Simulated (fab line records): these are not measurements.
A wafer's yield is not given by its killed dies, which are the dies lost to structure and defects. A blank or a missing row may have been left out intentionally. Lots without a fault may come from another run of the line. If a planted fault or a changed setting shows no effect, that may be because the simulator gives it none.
fab line records    flow gf180mcu    part 1 of 2: steps 1 to 25 of 35
record lots=5  wafers=15  last_day=32
route steps=602 shown V2@402 M3@409 V3@429
lots that met no fault: taken from a fault-free run of the same line
start_h: hours from the record's opening day to when the first of the lot's shown wafers began    wait_h: hours elapsed since this lot's preceding step    " as in the row above    L1.1+2: a row that stands for several wafers    - no value, or no start given    * or withheld: withheld    < > ~ a bound
route shown NAME@n: NAME is a module with steps in the file, n the number in the route of the first one    usual: the fault-free wafers' mean and standard deviation    same: alike in all rows    chamber/n: place in a boat    sites: per-site readings    _std_site: the values' standard deviation    _edge_site: the outer-site mean with the inner-site mean subtracted    radius_mm: how far each site lies from the wafer's centre    mask NAME#n: copy n    behind: the most recent tool/chamber to have shaped the wafer    hold: the reason the lot was held/the length of the hold in hours/how it ended    device: whichever transistor did not switch (one of n, p or np)    end of line: at the end of the route, the tests of the same wafers    for a step that has no rows: nothing shown but its recipe    killed: count of dies lost to structure and defects at first sort (not the wafer's yield)    map: dies across one wafer; x = killed, . = not, _ = none there
set.NAME: the setting that was run; set.NAME@STEP: the one run at that earlier step    model.NAME: the simulator's own value behind a step, which no gauge read
lots seen at some steps along the route; tables by step, rows by wafer
services: the hour from which a tool's chamber was out of use, counted from the record's first day as start_h (under 0 if before that day), plus the number of hours and why
## steps
# step GF_V2_CLEAN_20
# recipe chemistry=DIW  dry=n2_spin
lot.wafer   tool          chamber  start_h  wait_h
L077.2+4+6  wet_bench-02  3        493.54   0.0
L080.1+2+5  wet_bench-02  0        519.02   0.0
L081.1+2+3  wet_bench-01  3        528.44   0.0
L085.2+3+6  wet_bench-01  3        581.77   0.0
L089.2+5+6  wet_bench-02  2        596.22   0.0
# step GF_V2_SPUTTER_21
# recipe material=Ti  target_thk_nm=15  chamber_pressure_pa=5  power_w=2500  substrate_temp_c=200  time_s=80.02
# usual throttle_valve_pct=29.7/0.78
lot.wafer  tool            chamber  start_h  wait_h  throttle_valve_pct
L077.2     pvd_sputter-04  -        493.64   0.0     30.2
L077.4     "               -        "        "       30.4
L077.6     "               -        "        "       30.0
L080.1     pvd_sputter-04  -        519.12   0.0     30.5
L080.2     "               -        "        "       30.1
L080.5     "               -        "        "       30.1
L081.1     pvd_sputter-04  -        528.53   0.0     29.9
L081.2     "               -        "        "       30.4
L081.3     "               -        "        "       30.6
L085.2     pvd_sputter-01  -        581.86   0.0     28.6
L085.3     "               -        "        "       29.9
L085.6     "               -        "        "       29.7
L089.2     pvd_sputter-02  -        596.32   0.0     28.8
L089.5     "               -        "        "       30.5
L089.6     "               -        "        "       30.1
# step GF_V2_SPUTTER_22
# recipe material=TiN  target_thk_nm=10  chamber_pressure_pa=5  power_w=4000  time_s=40
# usual throttle_valve_pct=29.7/0.81
lot.wafer  tool            chamber  start_h  wait_h  throttle_valve_pct
L077.2     pvd_sputter-04  -        493.70   0.0     29.9
L077.4     "               -        "        "       30.5
L077.6     "               -        "        "       30.2
L080.1     pvd_sputter-04  -        519.18   0.0     30.5
L080.2     "               -        "        "       29.7
L080.5     "               -        "        "       30.4
L081.1     pvd_sputter-04  -        528.60   0.0     30.1
L081.2     "               -        "        "       30.3
L081.3     "               -        "        "       30.4
L085.2     pvd_sputter-01  -        581.98   0.1     29.0
L085.3     "               -        "        "       30.0
L085.6     "               -        "        "       29.6
L089.2     pvd_sputter-02  -        596.38   0.0     29.2
L089.5     "               -        "        "       30.6
L089.6     "               -        "        "       30.2
# step GF_V2_CVD_23
# recipe material=W  target_thk_nm=350  time_s=104.94  temp_c=400  pressure_torr=40
# usual heater_power_w=875/51  susceptor_temp_C=400.01/0.23
lot.wafer  tool      chamber  start_h  wait_h  heater_power_w  susceptor_temp_C
L077.2     cvd_w-02  1        493.74   0.0     888             400.14
L077.4     "         1        "        "       877             399.84
L077.6     "         1        "        "       882             400.24
L080.1     cvd_w-01  1        519.22   0.0     800             399.72
L080.2     "         0        "        "       883             400.09
L080.5     "         1        "        "       819             399.80
L081.1     cvd_w-01  0        528.63   0.0     849             399.77
L081.2     "         1        "        "       815             400.31
L081.3     "         1        "        "       772             400.25
L085.2     cvd_w-01  1        582.06   0.0     799             399.89
L085.3     "         1        "        "       809             400.33
L085.6     "         1        "        "       823             399.82
L089.2     cvd_w-02  0        596.42   0.0     955             399.92
L089.5     "         0        "        "       954             399.81
L089.6     "         1        "        "       903             400.05
# step GF_V2_RS_MEAS_24
# recipe thk_meas_gauge=four-point-probe  reads=W_of_V2_CVD_23+TiN_of_V2_SPUTTER_22+Ti_of_V2_SPUTTER_21
# usual V2_W_RS=0.330/0.0039
lot.wafer  tool           chamber  start_h  wait_h  V2_W_RS[ohm/sq]
L077.2     film_metro-04  -        493.87   0.1     0.333
L077.4     "              -        "        "       0.335
L077.6     "              -        "        "       0.333
L080.1     film_metro-01  -        519.33   0.1     0.329
L080.2     "              -        "        "       0.327
L080.5     "              -        "        "       0.331
L081.1     film_metro-03  -        528.75   0.1     0.326
L081.2     "              -        "        "       0.333
L081.3     "              -        "        "       0.331
L085.2     film_metro-03  -        582.19   0.1     0.331
L085.3     "              -        "        "       0.328
L085.6     "              -        "        "       0.332
L089.2     film_metro-03  -        596.56   0.1     0.326
L089.5     "              -        "        "       0.326
L089.6     "              -        "        "       0.336
# step GF_V2_THK_MEAS_25
# recipe thk_meas_gauge=xrf  reads=W_of_V2_CVD_23
# usual V2_W_THK=343/4.9
lot.wafer  tool           chamber  start_h  wait_h  V2_W_THK[nm]
L077.2     film_metro-04  -        493.98   0.1     335
L077.4     "              -        "        "       335
L077.6     "              -        "        "       335
L080.1     film_metro-01  -        519.45   0.1     341
L080.2     "              -        "        "       343
L080.5     "              -        "        "       340
L081.1     film_metro-03  -        528.87   0.1     352
L081.2     "              -        "        "       343
L081.3     "              -        "        "       347
L085.2     film_metro-03  -        582.30   0.1     345
L085.3     "              -        "        "       349
L085.6     "              -        "        "       344
L089.2     film_metro-03  -        596.67   0.1     352
L089.5     "              -        "        "       349
L089.6     "              -        "        "       339
# step GF_V2_CMP_26
# recipe stop_on=SiO2  down_force_psi=3.5  platen_rpm=60  t_overpolish_s=15  target_thk_nm=0  pad_velocity_m_s=0.94248
# usual head_pressure_psi=3.500/0.007  motor_current_A=10.8/0.94  overpolish_run_s=15.000/0.0089  time_to_endpoint_s=84/3.3
lot.wafer  tool    chamber  start_h  wait_h  head_pressure_psi  motor_current_A  overpolish_run_s  time_to_endpoint_s
L077.2     cmp-02  3        494.03   0.0     3.495              10.0             14.987            86
L077.4     "       1        "        "       3.500              9.5              15.000            83
L077.6     "       3        "        "       3.485              10.2             15.004            85
L080.2     cmp-02  0        519.51   0.0     3.497              9.1              14.983            87
L080.1     "       1        "        "       3.498              9.7              14.993            83
L080.5     "       1        "        "       3.496              9.5              14.987            83
L081.2     cmp-02  0        528.93   0.0     3.503              9.3              14.990            89
L081.1     "       2        "        "       3.504              11.9             14.996            83
L081.3     "       3        "        "       3.493              10.3             14.994            85
L085.2     cmp-01  1        582.40   0.1     3.493              12.3             15.009            81
L085.3     "       3        "        "       3.509              12.1             14.994            84
L085.6     "       1        "        "       3.509              12.1             15.001            85
L089.2     cmp-01  1        596.72   0.0     3.491              11.3             14.977            83
L089.5     "       1        "        "       3.498              12.4             14.999            82
L089.6     "       2        "        "       3.499              10.6             14.983            85
# step GF_M3_SPUTTER_00
# recipe material=Ti  target_thk_nm=37.5  arriving_ion_energy_ev=80  substrate_temp_c=200  chamber_pressure_pa=2  power_w=4000  time_s=150
# usual throttle_valve_pct=29.5/0.66
lot.wafer  tool            chamber  start_h  wait_h  throttle_valve_pct
L077.2     pvd_sputter-04  -        494.33   0.2     29.5
L077.4     "               -        "        "       30.0
L077.6     "               -        "        "       29.5
L080.1     pvd_sputter-03  -        519.81   0.2     29.2
L080.2     "               -        "        "       29.5
L080.5     "               -        "        "       28.9
L081.1     pvd_sputter-02  -        529.23   0.1     28.4
L081.2     "               -        "        "       29.1
L081.3     "               -        "        "       30.5
L085.2     pvd_sputter-04  -        582.65   0.2     30.1
L085.3     "               -        "        "       29.5
L085.6     "               -        "        "       30.7
L089.2     pvd_sputter-02  -        597.02   0.2     29.0
L089.5     "               -        "        "       30.9
L089.6     "               -        "        "       29.1
# step GF_M3_SPUTTER_01
# recipe material=TiN  target_thk_nm=30  power_w=6500  time_s=25  chamber_pressure_pa=0.4
# usual throttle_valve_pct=29.5/0.65
lot.wafer  tool            chamber  start_h  wait_h  throttle_valve_pct
L077.2     pvd_sputter-04  -        494.43   0.1     29.3
L077.4     "               -        "        "       30.1
L077.6     "               -        "        "       29.4
L080.1     pvd_sputter-03  -        519.91   0.1     28.8
L080.2     "               -        "        "       29.3
L080.5     "               -        "        "       29.1
L081.1     pvd_sputter-02  -        529.33   0.1     28.5
L081.2     "               -        "        "       29.0
L081.3     "               -        "        "       30.0
L085.2     pvd_sputter-04  -        582.75   0.1     30.4
L085.3     "               -        "        "       29.3
L085.6     "               -        "        "       30.5
L089.2     pvd_sputter-02  -        597.12   0.1     28.9
L089.5     "               -        "        "       30.4
L089.6     "               -        "        "       29.0
# step GF_M3_SPUTTER_02
# recipe material=AlCu  target_thk_nm=450  power_w=10600  time_s=23.9  chamber_pressure_pa=0.4
# usual throttle_valve_pct=29.5/0.64
lot.wafer  tool            chamber  start_h  wait_h  throttle_valve_pct
L077.2     pvd_sputter-04  -        494.46   0.0     29.3
L077.4     "               -        "        "       29.9
L077.6     "               -        "        "       29.4
L080.1     pvd_sputter-03  -        519.94   0.0     28.9
L080.2     "               -        "        "       29.1
L080.5     "               -        "        "       29.2
L081.1     pvd_sputter-02  -        529.36   0.0     28.5
L081.2     "               -        "        "       28.7
L081.3     "               -        "        "       30.1
L085.2     pvd_sputter-04  -        582.79   0.0     30.4
L085.3     "               -        "        "       29.2
L085.6     "               -        "        "       30.5
L089.2     pvd_sputter-02  -        597.15   0.0     29.1
L089.5     "               -        "        "       30.4
L089.6     "               -        "        "       29.1
# step GF_M3_SPUTTER_03
# recipe material=Ti  target_thk_nm=10  substrate_temp_c=300  chamber_pressure_pa=0.3  power_w=3000  time_s=6.7
# usual throttle_valve_pct=29.6/0.64
lot.wafer  tool            chamber  start_h  wait_h  throttle_valve_pct
L077.2     pvd_sputter-04  -        494.49   0.0     29.5
L077.4     "               -        "        "       29.8
L077.6     "               -        "        "       29.8
L080.1     pvd_sputter-03  -        519.97   0.0     28.9
L080.2     "               -        "        "       29.5
L080.5     "               -        "        "       29.2
L081.1     pvd_sputter-02  -        529.39   0.0     28.3
L081.2     "               -        "        "       28.9
L081.3     "               -        "        "       30.2
L085.2     pvd_sputter-04  -        582.82   0.0     30.4
L085.3     "               -        "        "       29.4
L085.6     "               -        "        "       30.4
L089.2     pvd_sputter-02  -        597.18   0.0     28.9
L089.5     "               -        "        "       30.7
L089.6     "               -        "        "       28.9
# step GF_M3_SPUTTER_04
# recipe material=TiN  target_thk_nm=50  power_w=6500  time_s=41.7  chamber_pressure_pa=0.4
# usual throttle_valve_pct=29.5/0.63
lot.wafer  tool            chamber  start_h  wait_h  throttle_valve_pct
L077.2     pvd_sputter-04  -        494.52   0.0     29.3
L077.4     "               -        "        "       29.8
L077.6     "               -        "        "       29.2
L080.1     pvd_sputter-03  -        519.99   0.0     29.0
L080.2     "               -        "        "       29.0
L080.5     "               -        "        "       29.3
L081.1     pvd_sputter-02  -        529.41   0.0     28.4
L081.2     "               -        "        "       29.0
L081.3     "               -        "        "       30.1
L085.2     pvd_sputter-04  -        582.84   0.0     30.2
L085.3     "               -        "        "       29.6
L085.6     "               -        "        "       30.3
L089.2     pvd_sputter-02  -        597.20   0.0     29.2
L089.5     "               -        "        "       30.4
L089.6     "               -        "        "       28.8
# step GF_M3_RS_MEAS_05
# recipe thk_meas_gauge=four-point-probe  reads=TiN_of_M3_SPUTTER_04+Ti_of_M3_SPUTTER_03+AlCu_of_M3_SPUTTER_02+TiN_of_M3_SPUTTER_01+Ti_of_M3_SPUTTER_00
# usual M3_ALCU_RS=0.0699/0.00093
lot.wafer  tool           chamber  start_h  wait_h  M3_ALCU_RS[ohm/sq]
L077.2     film_metro-03  -        494.57   0.0     0.0696
L077.4     "              -        "        "       0.0711
L077.6     "              -        "        "       0.0698
L080.1     film_metro-02  -        520.03   0.0     0.0723
L080.2     "              -        "        "       0.0722
L080.5     "              -        "        "       0.0713
L081.1     film_metro-02  -        529.45   0.0     0.0689
L081.2     "              -        "        "       0.0686
L081.3     "              -        "        "       0.0702
L085.2     film_metro-02  -        582.90   0.0     0.0688
L085.3     "              -        "        "       0.0694
L085.6     "              -        "        "       0.0691
L089.2     film_metro-03  -        597.26   0.0     0.0703
L089.5     "              -        "        "       0.0703
L089.6     "              -        "        "       0.0702
# step GF_M3_THK_MEAS_06
# recipe thk_meas_gauge=xrf  reads=AlCu_of_M3_SPUTTER_02
# usual M3_ALCU_THK=451/6.2
lot.wafer  tool           chamber  start_h  wait_h  M3_ALCU_THK[nm]
L077.2     film_metro-03  -        494.68   0.1     452
L077.4     "              -        "        "       442
L077.6     "              -        "        "       453
L080.1     film_metro-02  -        520.15   0.1     438
L080.2     "              -        "        "       441
L080.5     "              -        "        "       444
L081.1     film_metro-02  -        529.57   0.1     455
L081.2     "              -        "        "       458
L081.3     "              -        "        "       449
L085.2     film_metro-02  -        583.01   0.1     460
L085.3     "              -        "        "       458
L085.6     "              -        "        "       459
L089.2     film_metro-03  -        597.37   0.1     451
L089.5     "              -        "        "       447
L089.6     "              -        "        "       450
# step GF_M3_DEHYDRATE_07
# recipe temp_c=200  time_s=60
# usual resist_line_temp_C=22.99/0.099
lot.wafer  tool            chamber  start_h  wait_h  resist_line_temp_C
L077.2     litho_track-01  0        505.94   11.2    23.06
L077.4     "               0        "        "       23.02
L077.6     "               0        "        "       23.10
L080.1     litho_track-03  0        531.12   11.0    22.88
L080.2     "               0        "        "       23.08
L080.5     "               0        "        "       22.98
L081.1     litho_track-04  0        540.52   10.9    23.01
L081.2     "               0        "        "       23.02
L081.3     "               0        "        "       22.93
L085.2     litho_track-03  0        592.79   9.8     22.96
L085.3     "               0        "        "       22.98
L085.6     "               0        "        "       22.99
L089.2     litho_track-03  0        607.14   9.8     23.16
L089.5     "               0        "        "       22.98
L089.6     "               0        "        "       22.92
# step GF_M3_HMDS_08
# recipe prime_time_s=60  prime_temp_c=120
# usual resist_line_temp_C=23.01/0.11
lot.wafer  tool            chamber  start_h  wait_h  resist_line_temp_C
L077.2     litho_track-01  0        506.09   0.1     23.00
L077.4     "               0        "        "       23.21
L077.6     "               0        "        "       23.19
L080.1     litho_track-03  0        531.27   0.1     22.70
L080.2     "               0        "        "       22.93
L080.5     "               0        "        "       22.84
L081.1     litho_track-04  0        540.67   0.1     22.69
L081.2     "               0        "        "       22.99
L081.3     "               0        "        "       22.83
L085.2     litho_track-03  0        592.94   0.1     23.08
L085.3     "               0        "        "       23.04
L085.6     "               0        "        "       22.97
L089.2     litho_track-03  0        607.29   0.1     22.92
L089.5     "               0        "        "       22.95
L089.6     "               0        "        "       23.00
# step GF_M3_COAT_09
# recipe resist=KrF  spin_rpm=withheld  resist_thk_nm=1000
# usual resist_line_temp_C=23.00/0.12
lot.wafer  tool            chamber  start_h  wait_h  resist_line_temp_C
L077.2     litho_track-01  0        506.24   0.1     22.92
L077.4     "               0        "        "       23.03
L077.6     "               0        "        "       23.03
L080.1     litho_track-03  0        531.42   0.1     23.02
L080.2     "               0        "        "       23.00
L080.5     "               0        "        "       22.90
L081.1     litho_track-04  0        540.82   0.1     23.11
L081.2     "               0        "        "       23.00
L081.3     "               0        "        "       23.03
L085.2     litho_track-03  0        593.09   0.1     22.99
L085.3     "               0        "        "       22.92
L085.6     "               0        "        "       22.96
L089.2     litho_track-03  0        607.44   0.1     22.92
L089.5     "               0        "        "       22.94
L089.6     "               0        "        "       22.95
# step GF_M3_SOFTBAKE_10
# recipe temp_c=130  time_s=60  resist=KrF
# usual resist_line_temp_C=23.01/0.12
lot.wafer  tool            chamber  start_h  wait_h  resist_line_temp_C
L077.2     litho_track-01  0        506.39   0.1     23.00
L077.4     "               0        "        "       22.98
L077.6     "               0        "        "       23.03
L080.1     litho_track-03  0        531.57   0.1     22.67
L080.2     "               0        "        "       22.79
L080.5     "               0        "        "       23.01
L081.1     litho_track-04  0        540.97   0.1     23.10
L081.2     "               0        "        "       22.93
L081.3     "               0        "        "       23.02
L085.2     litho_track-03  0        593.24   0.1     23.13
L085.3     "               0        "        "       23.06
L085.6     "               0        "        "       22.94
L089.2     litho_track-03  0        607.59   0.1     22.96
L089.5     "               0        "        "       22.90
L089.6     "               0        "        "       23.01
# step GF_M3_EXPOSE_11
# recipe mask_id=Metal3  target_cd_nm=280  na=0.68  source_shape=conventional  sigma_outer=0.6  dose_mj=28
lot.wafer   tool            chamber  start_h  wait_h  mask
L077.2+4+6  krf_scanner-01  0        -        -       Metal3#0
L080.1+2+5  krf_scanner-01  0        -        -       Metal3#0
L081.1+2+3  krf_scanner-02  0        -        -       Metal3#0
L085.2+3+6  krf_scanner-01  0        -        -       Metal3#0
L089.2+5+6  krf_scanner-01  0        -        -       Metal3#0
# step GF_M3_PEB_12
# recipe peb_temp_c=135  peb_time_s=90  resist=KrF
# usual resist_line_temp_C=22.98/0.095
lot.wafer  tool            chamber  start_h  wait_h  resist_line_temp_C
L077.2     litho_track-04  0        -        -       22.89
L077.4     "               0        "        "       22.90
L077.6     "               0        "        "       22.94
L080.1     litho_track-04  0        -        -       22.89
L080.2     "               0        "        "       22.84
L080.5     "               0        "        "       23.02
L081.1     litho_track-01  0        -        -       22.86
L081.2     "               0        "        "       23.02
L081.3     "               0        "        "       22.88
L085.2     litho_track-04  0        -        -       22.92
L085.3     "               0        "        "       23.01
L085.6     "               0        "        "       22.90
L089.2     litho_track-04  0        -        -       22.94
L089.5     "               0        "        "       22.93
L089.6     "               0        "        "       23.07
# step GF_M3_DEVELOP_13
# recipe develop_time_s=60  dev_temp_c=21
# usual resist_line_temp_C=22.98/0.11
lot.wafer  tool            chamber  start_h  wait_h  resist_line_temp_C
L077.2     litho_track-04  0        517.99   0.2     22.87
L077.4     "               0        "        "       22.75
L077.6     "               0        "        "       22.82
L080.1     litho_track-04  0        542.57   0.2     23.12
L080.2     "               0        "        "       22.75
L080.5     "               0        "        "       23.02
L081.1     litho_track-01  0        552.06   0.2     22.85
L081.2     "               0        "        "       22.90
L081.3     "               0        "        "       23.05
L085.2     litho_track-04  0        603.74   0.2     23.00
L085.3     "               0        "        "       23.09
L085.6     "               0        "        "       23.09
L089.2     litho_track-04  0        617.99   0.2     22.90
L089.5     "               0        "        "       23.00
L089.6     "               0        "        "       23.02
# step GF_M3_CD_MEAS_14
# recipe target_cd_nm=280
# usual cd_nm=280.4/1
lot.wafer  tool       chamber  start_h  wait_h  cd_nm
L077.2     cd_sem-02  -        518.14   0.1     280.2
L077.4     "          -        "        "       281.1
L077.6     "          -        "        "       279.7
L080.1     cd_sem-02  -        542.72   0.1     280.5
L080.2     "          -        "        "       281.2
L080.5     "          -        "        "       279.2
L081.1     cd_sem-01  -        552.21   0.1     277.9
L081.2     "          -        "        "       279.2
L081.3     "          -        "        "       279.0
L085.2     cd_sem-02  -        603.89   0.1     281.0
L085.3     "          -        "        "       280.9
L085.6     "          -        "        "       282.4
L089.2     cd_sem-02  -        618.14   0.1     280.5
L089.5     "          -        "        "       279.1
L089.6     "          -        "        "       279.9
# step GF_M3_OVL_MEAS_15
# usual M3_OVL=-1/5.3
lot.wafer  tool        chamber  start_h  wait_h  M3_OVL[nm]
L077.2     overlay-01  -        518.24   0.1     -3
L077.4     "           -        "        "       -11
L077.6     "           -        "        "       0
L080.1     overlay-02  -        542.84   0.1     -9
L080.2     "           -        "        "       -5
L080.5     "           -        "        "       -10
L081.1     overlay-01  -        552.33   0.1     0
L081.2     "           -        "        "       1
L081.3     "           -        "        "       4
L085.2     overlay-01  -        603.99   0.1     -5
L085.3     "           -        "        "       0
L085.6     "           -        "        "       -4
L089.2     overlay-01  -        618.24   0.1     3
L089.5     "           -        "        "       -7
L089.6     "           -        "        "       -6
# step GF_M3_METAL_ETCH_16
# recipe chemistry=Cl2/BCl3  mask_material=KrF  target_depth_nm=750.8  stop_on=SiO2  pressure_mtorr=8  icp_w=800  bias_w=140  Cl2_flow_sccm=80  bcl3_flow_sccm=40  time_s=125.1
# usual drypump_motor_current_A=5.5/0.67  oes_product_au=0.985/0.0093  rf_fwd_power_W=795.2/3  throttle_valve_pct=28.237/0.014
lot.wafer  tool          chamber  start_h  wait_h  drypump_motor_current_A  oes_product_au  rf_fwd_power_W  rf_hours_counter_h  throttle_valve_pct
L077.2     rie_metal-01  1        518.27   0.0     5.7                      0.995           792.0           1                   28.231
L077.4     "             0        "        "       6.6                      0.983           800.4           -                   28.228
L077.6     "             1        "        "       5.7                      0.993           791.7           -                   28.210
L080.1     rie_metal-04  1        542.87   0.0     5.8                      0.981           796.1           0                   28.252
L080.2     "             0        "        "       4.6                      0.996           793.4           10                  28.239
L080.5     "             1        "        "       5.8                      0.982           796.9           -                   28.234
L081.1     rie_metal-04  1        552.37   0.0     5.7                      0.983           793.6           0                   28.238
L081.2     "             0        "        "       4.6                      0.995           797.2           10                  28.237
L081.3     "             0        "        "       4.6                      1.001           791.2           -                   28.221
L085.2     rie_metal-04  0        604.02   0.0     4.6                      0.996           798.8           12                  28.215
L085.3     "             0        "        "       4.6                      0.990           799.9           -                   28.214
L085.6     "             1        "        "       5.8                      0.999           793.7           -                   28.237
L089.2     rie_metal-03  0        618.27   0.0     4.8                      0.977           793.5           5                   28.264
L089.5     "             1        "        "       5.9                      0.985           792.2           -                   28.242
L089.6     "             0        "        "       4.8                      0.976           795.8           -                   28.238
# step GF_M3_STRIP_17
# recipe chemistry=O2/N2  power_w=1400  pressure_mtorr=1500  platen_temp_c=250  o2_flow_sccm=3000  n2_flow_sccm=300  overash_fraction=0.5
# usual drypump_motor_current_A=5.2/0.41  heater_power_w=359/31  o2_flow_sccm=2998/8.7  oes_product_au=0.539/0.0058  strip_time_to_endpoint_s=7.42/0.075
lot.wafer  tool             chamber  start_h  wait_h  drypump_motor_current_A  heater_power_w  o2_flow_sccm  oes_product_au  rf_hours_counter_h  strip_time_to_endpoint_s
L077.2     plasma_asher-04  1        518.40   0.1     5.2                      409             3002          0.532           73                  7.35
L077.4     "                0        "        "       6.1                      395             3012          0.540           -                   7.43
L077.6     "                0        "        "       6.0                      390             3003          0.530           -                   7.34
L080.1     plasma_asher-04  1        543.00   0.1     5.2                      418             3005          0.532           76                  7.43
L080.2     "                0        "        "       6.0                      381             3000          0.540           76                  7.29
L080.5     "                1        "        "       5.2                      401             3020          0.527           -                   7.32
L081.1     plasma_asher-01  1        552.50   0.1     5.4                      367             3017          0.542           42                  7.41
L081.2     "                0        "        "       5.2                      325             3002          0.538           42                  7.31
L081.3     "                0        "        "       5.2                      325             3010          0.532           -                   7.33
L085.2     plasma_asher-04  0        604.15   0.1     6.0                      381             2991          0.534           82                  7.35
L085.3     "                1        "        "       5.2                      416             2992          0.533           -                   7.33
L085.6     "                1        "        "       5.2                      405             3006          0.532           -                   7.40
L089.2     plasma_asher-01  1        618.40   0.1     5.4                      370             3005          0.537           49                  7.49
L089.5     "                1        "        "       5.4                      360             3004          0.544           -                   7.42
L089.6     "                0        "        "       5.2                      322             3007          0.537           -                   7.50
